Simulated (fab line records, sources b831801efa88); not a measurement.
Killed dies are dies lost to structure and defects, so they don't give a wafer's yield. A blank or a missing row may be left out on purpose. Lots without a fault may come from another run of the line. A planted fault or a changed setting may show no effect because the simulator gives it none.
Chamber matching | flow sky130 | SKY_POLY_GATE_ETCH_17 on rie_si-02: 4 sister chambers
The step etches poly-Si in HBr/Cl2, stops on SiO2, target depth 180 nm, time 70.5 s. 8 wafers are shown with their chamber, then 7 later ones without.

WAFERS WITH THEIR CHAMBER
wafer  | chamber | rf_fwd_power_W (W) | oes_product_au (a.u.)
L922.4 | 3       | 398.6              | 0.980
L933.6 | 0       | 397.8              | 0.978
L935.3 | 0       | 399.4              | 0.987
L936.3 | 2       | 398.4              | 0.995
L936.5 | 2       | 398.4              | 0.990
L936.6 | 3       | 401.1              | 0.975
L939.1 | 1       | 396.0              | 0.992
L939.5 | 1       | 394.7              | 0.982

WAFERS WITHOUT THEIR CHAMBER
wafer  | rf_fwd_power_W (W) | oes_product_au (a.u.)
L939.6 | 397.5              | 0.993
L941.3 | 400.3              | 0.985
L941.5 | 396.9              | 0.993
L941.6 | 398.3              | 0.991
L943.1 | 394.8              | 0.995
L943.3 | 397.4              | 0.995
L943.4 | 397.9              | 1.007

WHICH CHAMBER EACH WENT THROUGH
wafer  | from the rows above          | in truth
L939.6 | can't be placed: 2 or 0 or 1 | 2
L941.3 | can't be placed: 3 or 0 or 2 | 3
L941.5 | can't be placed: 2 or 1 or 0 | 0
L941.6 | can't be placed: 2 or 0      | 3
L943.1 | can't be placed: 1 or 2      | 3
L943.3 | can't be placed: 2 or 1 or 0 | 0
L943.4 | can't be placed: 2 or 1 or 0 | 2
Placed correctly: 0 of 7. Can't be placed from these rows: 7 (the true chamber is among the candidates in 5). Placed wrongly: 0.
How it was worked out, from the rows above alone: a wafer's distance from a chamber is the root of the sum, over the readings, of the square of ((its reading less the chamber's mean) divided by the reading's scatter). The wafer belongs to the nearest chamber; if the next one is less than 2 further off, it can't be placed. A chamber's mean is the mean of its shown wafers. The scatter: the root of (the sum of the squares of (reading less its chamber's mean) over the shown wafers, divided by (wafers less chambers)).
